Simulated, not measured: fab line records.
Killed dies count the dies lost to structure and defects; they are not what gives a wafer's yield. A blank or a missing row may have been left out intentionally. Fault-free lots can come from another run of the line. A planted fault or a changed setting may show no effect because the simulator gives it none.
Chamber matching / flow sky130 / SKY_VIA1_CMP_24 on cmp-02 has 4 sister chambers
The step polishes, stops on SiO2, t overpolish 15 s, target thk 0 nm. 14 wafers are shown with their chamber, then 7 later ones without.

WAFERS, EACH WITH ITS CHAMBER
wafer=L289.1; chamber=3; motorCurrentA (A)=10.7; timeToEndpointS (s)=64; overpolishRunS (s)=15.009
wafer=L289.5; chamber=3; motorCurrentA (A)=10.1; timeToEndpointS (s)=60; overpolishRunS (s)=15.004
wafer=L289.6; chamber=0; motorCurrentA (A)=9.8; timeToEndpointS (s)=70; overpolishRunS (s)=14.985
wafer=L288.2; chamber=1; motorCurrentA (A)=8.9; timeToEndpointS (s)=60; overpolishRunS (s)=15.004
wafer=L288.3; chamber=2; motorCurrentA (A)=12.1; timeToEndpointS (s)=59; overpolishRunS (s)=14.989
wafer=L288.6; chamber=3; motorCurrentA (A)=10.0; timeToEndpointS (s)=62; overpolishRunS (s)=15.002
wafer=L295.1; chamber=3; motorCurrentA (A)=10.5; timeToEndpointS (s)=67; overpolishRunS (s)=14.995
wafer=L295.3; chamber=2; motorCurrentA (A)=11.8; timeToEndpointS (s)=66; overpolishRunS (s)=14.985
wafer=L295.5; chamber=1; motorCurrentA (A)=8.8; timeToEndpointS (s)=65; overpolishRunS (s)=15.004
wafer=L297.1; chamber=0; motorCurrentA (A)=10.3; timeToEndpointS (s)=75; overpolishRunS (s)=15.012
wafer=L297.5; chamber=0; motorCurrentA (A)=10.8; timeToEndpointS (s)=71; overpolishRunS (s)=15.002
wafer=L297.6; chamber=3; motorCurrentA (A)=10.4; timeToEndpointS (s)=68; overpolishRunS (s)=14.999
wafer=L296.3; chamber=3; motorCurrentA (A)=10.7; timeToEndpointS (s)=73; overpolishRunS (s)=14.983
wafer=L296.4; chamber=2; motorCurrentA (A)=12.0; timeToEndpointS (s)=66; overpolishRunS (s)=14.992

SIGNATURES (averages over the wafers above)
reading=motorCurrentA; chamber 0=10.300; chamber 1=8.850; chamber 2=11.967; chamber 3=10.400; scatter within a chamber=0.315
reading=timeToEndpointS; chamber 0=72.00; chamber 1=62.50; chamber 2=63.67; chamber 3=65.67; scatter within a chamber=4.1
reading=overpolishRunS; chamber 0=14.99967; chamber 1=15.00400; chamber 2=14.98867; chamber 3=14.99867; scatter within a chamber=0.00896
Rule: for a wafer and a chamber, the distance is found by dividing, reading by reading, the gap between the wafer's reading and the chamber's mean by the reading's scatter, squaring, summing and taking the root. The wafer belongs to the nearest chamber; if the next one is less than 2 further off, it can't be placed. The scatter: the root of (the sum of the squares of (reading less its chamber's mean) over the shown wafers, divided by (wafers less chambers)).

WAFERS WITHOUT THEIR CHAMBER
wafer=L296.5; motorCurrentA (A)=10.8; timeToEndpointS (s)=71; overpolishRunS (s)=14.996
wafer=L311.1; motorCurrentA (A)=12.1; timeToEndpointS (s)=64; overpolishRunS (s)=15.001
wafer=L311.4; motorCurrentA (A)=8.9; timeToEndpointS (s)=60; overpolishRunS (s)=14.994
wafer=L311.6; motorCurrentA (A)=11.0; timeToEndpointS (s)=68; overpolishRunS (s)=15.013
wafer=L310.3; motorCurrentA (A)=11.6; timeToEndpointS (s)=66; overpolishRunS (s)=14.995
wafer=L310.4; motorCurrentA (A)=10.2; timeToEndpointS (s)=73; overpolishRunS (s)=15.008
wafer=L310.5; motorCurrentA (A)=12.2; timeToEndpointS (s)=66; overpolishRunS (s)=14.996

WHICH CHAMBER EACH WENT THROUGH
wafer=L296.5; from the rows above=can't be placed: 0 or 3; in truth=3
wafer=L311.1; from the rows above=2; in truth=2
wafer=L311.4; from the rows above=1; in truth=1
wafer=L311.6; from the rows above=can't be placed: 3 or 0 or 2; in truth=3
wafer=L310.3; from the rows above=2; in truth=2
wafer=L310.4; from the rows above=can't be placed: 0 or 3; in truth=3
wafer=L310.5; from the rows above=2; in truth=2
4 of 7 placed correctly. Not placeable from these rows: 3 (in 3, the candidates include the true chamber). Placed wrongly: 0.
